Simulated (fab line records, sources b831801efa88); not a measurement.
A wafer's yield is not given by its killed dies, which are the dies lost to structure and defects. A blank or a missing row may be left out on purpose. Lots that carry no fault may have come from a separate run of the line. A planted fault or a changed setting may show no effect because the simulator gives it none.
fab line records	flow gf180mcu
record lots=7	wafers=21	lastDay=34
route steps=602 shown V5@544
lots with no fault: from the same line, run without faults
startH: hours from the record's first day to the start of the lot's first wafer shown	waitH: hours elapsed since this lot's preceding step	" the same as in the row above	L1.1+2: a row that stands for several wafers	- no value, or no start given	* or withheld: withheld	< > ~ a bound
route shown NAME@n: names a module that has steps shown in the file, with the first one's number in the route	usual: average and standard deviation across the fault-free wafers	same: alike in all rows	chamber/n: place in a boat	sites: per-site readings	_std_site: their standard deviation	_edge_site: outer sites' mean less inner sites'	radiusMm: how far each site lies from the wafer's centre	mask NAME#n: copy n	behind: the tool/chamber that last shaped the wafer	hold: why the lot went on hold/how many hours it stayed there/how the hold came to an end	device: the n, p or np transistor that did not switch	end of line: tests of these same wafers at the route's end	where a step has no rows: the recipe by itself	killed: dies that structure and defects cost at the first sort, which is not the same as the wafer's yield	map: a wafer's dies, marking killed ones x, the rest . and places with no die _
set.NAME: setting as actually run; set.NAME@STEP: the setting as run at that earlier step	model.NAME: the simulator's own value behind a step, which no gauge read
a table for each step, a row for each wafer; lots at some steps of the route
services: when a tool's chamber went out of use (startH, in hours from the record's first day, below 0 if earlier), for how many hours, and the reason
## steps
# step GF_V5_CMP_04
# recipe material=SiO2	downForcePsi=4	platenRpm=60	padVelocityMS=0.94248
# usual motorCurrentA=12.5/1.5
lot.wafer	tool	chamber	startH	waitH	motorCurrentA
L502.1	cmp-01	2	691.96	0.1	11.7
L502.3	"	3	"	"	11.7
L502.6	"	1	"	"	14.9
L507.3	cmp-02	3	721.68	0.1	12.1
L507.1	"	0	"	"	12.8
L507.2	"	1	"	"	10.7
L508.4	cmp-02	1	730.63	0.1	10.9
L508.1	"	3	"	"	12.3
L508.6	"	1	"	"	10.4
L509.2	cmp-01	0	732.07	0.2	12.5
L509.3	"	1	"	"	14.2
L509.1	"	2	"	"	11.1
L510.2	cmp-02	2	735.59	0.2	14.4
L510.5	"	3	"	"	12.1
L510.6	"	0	"	"	13.2
L512.3	cmp-01	1	746.83	0.1	13.9
L512.5	"	3	"	"	12.0
L512.6	"	0	"	"	12.4
L515.3	cmp-02	1	767.81	0.0	10.5
L515.1	"	2	"	"	15.1
L515.6	"	2	"	"	15.0
# step GF_V5_BOW_MEAS_05
# recipe mode=bow
# usual V5_BOW=137/8.8
lot.wafer	tool	chamber	startH	waitH	V5_BOW[um]
L502.1	filmMetro-01	-	692.21	0.2	145
L502.3	"	-	"	"	135
L502.6	"	-	"	"	137
L507.1	filmMetro-04	-	721.93	0.1	127
L507.2	"	-	"	"	143
L507.3	"	-	"	"	142
L508.1	filmMetro-01	-	730.88	0.1	141
L508.4	"	-	"	"	127
L508.6	"	-	"	"	140
L509.1	filmMetro-02	-	732.32	0.1	128
L509.2	"	-	"	"	144
L509.3	"	-	"	"	152
L510.2	filmMetro-01	-	735.76	0.1	132
L510.5	"	-	"	"	127
L510.6	"	-	"	"	138
L512.3	filmMetro-02	-	747.07	0.2	151
L512.5	"	-	"	"	148
L512.6	"	-	"	"	138
L515.1	filmMetro-01	-	768.11	0.2	125
L515.3	"	-	"	"	134
L515.6	"	-	"	"	135
# step GF_V5_DEHYDRATE_06
# recipe tempC=200	timeS=60
# step GF_V5_HMDS_07
# recipe primeTimeS=60	primeTempC=120
# step GF_V5_COAT_08
# recipe resist=BARC	tempC=withheld	timeS=withheld	spinRpm=withheld	resistThkNm=withheld
# step GF_V5_COAT_09
# recipe resist=KrF	spinRpm=withheld	resistThkNm=1000
# step GF_V5_SOFTBAKE_10
# recipe tempC=130	timeS=60	resist=KrF
# step GF_V5_EXPOSE_11
# recipe maskId=Via5	targetCdNm=260	na=0.68	sourceShape=conventional	sigmaOuter=0.6	doseMj=38
# step GF_V5_PEB_12
# recipe pebTempC=135	pebTimeS=90	resist=KrF
# step GF_V5_DEVELOP_13
# recipe developTimeS=60	resist=KrF	devTempC=21
# step GF_V5_CD_MEAS_14
# recipe targetCdNm=260
# usual cdNm=259.8/1.4
lot.wafer	tool	chamber	startH	waitH	cdNm
L502.1	cdSem-01	-	710.34	0.1	260.0
L502.3	"	-	"	"	260.0
L502.6	"	-	"	"	260.0
L507.1	cdSem-01	-	738.62	0.1	260.6
L507.2	"	-	"	"	260.3
L507.3	"	-	"	"	259.0
L508.1	cdSem-02	-	747.89	0.1	258.5
L508.4	"	-	"	"	258.1
L508.6	"	-	"	"	258.6
L509.1	cdSem-02	-	749.44	0.1	259.9
L509.2	"	-	"	"	259.1
L509.3	"	-	"	"	258.6
L510.2	cdSem-02	-	753.06	0.1	259.5
L510.5	"	-	"	"	257.1
L510.6	"	-	"	"	258.4
L512.3	cdSem-01	-	763.11	0.1	260.0
L512.5	"	-	"	"	260.7
L512.6	"	-	"	"	261.1
L515.1	cdSem-01	-	783.34	0.1	261.1
L515.3	"	-	"	"	260.7
L515.6	"	-	"	"	259.3
# step GF_V5_OVL_MEAS_15
# usual V5_OVL=-3/5.2
lot.wafer	tool	chamber	startH	waitH	V5_OVL[nm]
L502.1	overlay-01	-	710.46	0.1	3
L502.3	"	-	"	"	12
L502.6	"	-	"	"	3
L507.1	overlay-02	-	738.74	0.1	-2
L507.2	"	-	"	"	-7
L507.3	"	-	"	"	-9
L508.1	overlay-02	-	748.01	0.1	-3
L508.4	"	-	"	"	-12
L508.6	"	-	"	"	-1
L509.1	overlay-02	-	749.56	0.1	0
L509.2	"	-	"	"	-1
L509.3	"	-	"	"	-5
L510.2	overlay-02	-	753.17	0.1	3
L510.5	"	-	"	"	1
L510.6	"	-	"	"	-7
L512.3	overlay-01	-	763.20	0.1	-4
L512.5	"	-	"	"	1
L512.6	"	-	"	"	-2
L515.1	overlay-01	-	783.46	0.1	2
L515.3	"	-	"	"	-8
L515.6	"	-	"	"	-2
# step GF_V5_ETCH_16
# recipe chemistry=N2/H2	targetDepthA=withheld	overetchA=withheld	timeS=withheld	target=BARC	ionEnergyEv=200	sourceW=500	biasW=100	pressureMtorr=30	n2FlowSccm=100	h2FlowSccm=200
# usual biasW=99.95/0.29	chamberPressureMTorr=29.998/0.028	drypumpMotorCurrentA=5.8/0.34	oesProductAu=0.855/0.0044	throttleValvePct=13.225/0.0088
lot.wafer	tool	chamber	startH	waitH	biasW	chamberPressureMTorr	drypumpMotorCurrentA	oesProductAu	throttleValvePct
L502.1	rieDiel-01	1	710.50	0.0	100.03	30.004	6.1	0.867	13.228
L502.3	"	2	"	"	100.42	29.945	6.0	0.855	13.221
L502.6	"	3	"	"	99.94	29.990	5.7	0.852	13.230
L507.1	rieDiel-02	2	738.77	0.0	100.44	30.033	5.9	0.860	13.213
L507.2	"	1	"	"	99.87	29.974	6.1	0.855	13.217
L507.3	"	3	"	"	99.68	30.006	5.6	0.858	13.232
L508.1	rieDiel-02	0	748.05	0.0	-	-	-	-	-
L508.4	"	2	"	"	-	-	-	-	-
L508.6	"	3	"	"	-	-	-	-	-
L509.1	rieDiel-02	1	749.60	0.0	-	-	-	-	-
L509.2	"	0	"	"	-	-	-	-	-
L509.3	"	2	"	"	-	-	-	-	-
L510.2	rieDiel-02	0	753.20	0.0	-	-	-	-	-
L510.5	"	1	"	"	-	-	-	-	-
L510.6	"	2	"	"	-	-	-	-	-
L512.3	rieDiel-02	1	763.22	0.0	99.69	30.041	6.1	0.855	13.234
L512.5	"	0	"	"	100.03	29.997	5.7	0.852	13.224
L512.6	"	3	"	"	99.83	29.991	5.7	0.855	13.218
L515.1	rieDiel-03	2	783.50	0.0	99.72	30.018	6.2	0.845	13.212
L515.3	"	3	"	"	99.61	30.038	6.0	0.849	13.225
L515.6	"	0	"	"	99.81	29.988	5.6	0.849	13.230
# step GF_V5_ETCH_17
# recipe chemistry=C4F8/O2/Ar	maskMaterial=KrF	target=SiO2	stopOn=TiN	sourceW=1500	biasW=1200	pressureMtorr=40	c4f8FlowSccm=withheld	O2_flow_sccm=6	Ar_flow_sccm=300	timeS=withheld	targetDepthA=8550
# usual biasW=1200/3.8	chamberPressureMTorr=40.00/0.037	oesProductAu=0.859/0.0045
lot.wafer	tool	chamber	startH	waitH	biasW	chamberPressureMTorr	oesProductAu
L502.1	rieDiel-01	1	-	-	1203	39.97	0.864
L502.3	"	2	"	"	1197	39.93	0.851
L502.6	"	3	"	"	1199	39.97	0.862
L507.1	rieDiel-02	2	-	-	1200	39.99	0.858
L507.2	"	1	"	"	1195	40.01	0.859
L507.3	"	3	"	"	1203	40.03	0.851
L508.1	rieDiel-02	0	-	-	1198	39.96	0.370
L508.4	"	2	"	"	1204	39.98	0.370
L508.6	"	3	"	"	1195	40.05	0.381
L509.1	rieDiel-02	1	-	-	1200	40.02	0.378
L509.2	"	0	"	"	1199	40.01	0.375
L509.3	"	2	"	"	1194	39.97	0.376
L510.2	rieDiel-02	0	-	-	1207	40.02	0.374
L510.5	"	1	"	"	1200	39.99	0.376
L510.6	"	2	"	"	1205	40.00	0.376
L512.3	rieDiel-02	1	-	-	1207	39.97	0.858
L512.5	"	0	"	"	1197	40.06	0.858
L512.6	"	3	"	"	1204	40.02	0.862
L515.1	rieDiel-03	2	-	-	1201	39.99	0.858
L515.3	"	3	"	"	1201	40.05	0.854
L515.6	"	0	"	"	1209	40.01	0.862
# step GF_V5_STRIP_18
# recipe chemistry=O2/N2	powerW=1400	pressureMtorr=1500	platenTempC=250	o2FlowSccm=3000	n2FlowSccm=300	overashFraction=0.5
# usual drypumpMotorCurrentA=5.5/0.54	heaterPowerW=325/24	oesProductAu=0.569/0.0046	platenTempC=249.99/0.18
lot.wafer	tool	chamber	startH	waitH	drypumpMotorCurrentA	heaterPowerW	oesProductAu	platenTempC	rfHoursCounterH
L502.1	plasmaAsher-04	1	710.65	-	6.3	305	0.576	250.20	105
L502.3	"	0	"	"	5.6	294	0.573	249.74	-
L502.6	"	0	"	"	5.6	301	0.576	249.99	-
L507.1	plasmaAsher-01	0	738.93	-	5.2	369	0.572	249.89	97
L507.2	"	1	"	"	5.3	301	0.576	250.04	97
L507.3	"	1	"	"	5.3	314	0.569	249.79	-
L508.1	plasmaAsher-04	0	748.20	-	5.5	285	0.588	249.91	0
L508.4	"	0	"	"	5.6	294	0.587	250.24	-
L508.6	"	0	"	"	5.5	283	0.583	250.08	-
L509.1	plasmaAsher-01	0	749.75	-	5.2	369	0.588	250.23	98
L509.2	"	1	"	"	5.3	302	0.586	249.99	98
L509.3	"	1	"	"	5.3	303	0.593	250.01	-
L510.2	plasmaAsher-04	1	753.35	-	6.3	309	0.585	249.94	1
L510.5	"	1	"	"	6.3	307	0.590	249.90	-
L510.6	"	0	"	"	5.5	291	0.584	250.20	-
L512.3	plasmaAsher-03	0	763.41	-	5.6	343	0.566	250.38	-
L512.5	"	0	"	"	5.6	335	0.573	250.13	-
L512.6	"	1	"	"	4.6	335	0.562	250.08	-
L515.1	plasmaAsher-03	0	783.65	-	5.6	344	0.567	250.05	68
L515.3	"	1	"	"	4.6	344	0.571	249.89	-
L515.6	"	1	"	"	4.6	340	0.576	250.23	-
# step GF_V5_STRIP_19
# recipe chemistry=postEtchResidueRemover	timeS=1200	tempC=72.5
## services
tool	chamber	startH	hours	kind
plasmaAsher-01	-	682.65	28.1	pm
rieDiel-03	2	705.41	6.8	repair
plasmaAsher-01	-	715.88	12.7	repair
rieDiel-03	3	720.51	5.8	repair
plasmaAsher-04	-	733.75	9.0	pm
plasmaAsher-04	0	733.75	9.0	ventCycle
plasmaAsher-04	1	733.75	9.0	ventCycle
plasmaAsher-04	0	742.75	-	clean
plasmaAsher-04	1	742.75	-	clean
plasmaAsher-03	-	744.26	14.6	pm
cmp-02	-	744.39	4.0	pm
cmp-02	-	748.39	-	consumableReplace:conditioner
cmp-02	-	748.39	-	consumableReplace:pad
rieDiel-03	2	755.37	-	clean
rieDiel-03	2	755.37	16.5	scheduledDown
rieDiel-03	2	755.37	16.5	ventCycle
cmp-01	-	763.90	5.1	repair
rieDiel-01	3	766.57	5.7	repair
plasmaAsher-04	-	781.92	0.8	repair
## key
firstSign step=GF_V5_ETCH_16	reading=toolRecord	direction=missing
effect step=GF_V5_ETCH_17	reading=oesProductAu	direction=down	sigmas=99+	usual=0.859	struck=0.375
effect step=GF_V5_STRIP_18	reading=oesProductAu	direction=up	sigmas=3.9	usual=0.569	struck=0.587
metAt GF_V5_ETCH_16
struckWafers L508.1,L508.4,L508.6,L509.1,L509.2,L509.3,L510.2,L510.5,L510.6
laterRowsLeftOut L508.1,L508.4,L508.6,L509.1,L509.2,L509.3,L510.2,L510.5,L510.6
sortLeftOut L508.1,L508.4,L508.6,L509.1,L509.2,L509.3,L510.2,L510.5,L510.6
onsetBetween 738.77 748.05
fault kind=skippedStepWhole	tool=rieDiel-02	chamber=-	onsetH=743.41	steps=GF_V5_ETCH_16	scope=struckLotsOnly
# sortLeftOut: the simulated sort isn't trusted on such a fault, so these wafers' sort isn't shown, and their yield isn't known
# laterRowsLeftOut: the simulator's readings of these wafers behind a module that went badly wrong aren't trusted and aren't shown, but for the sort
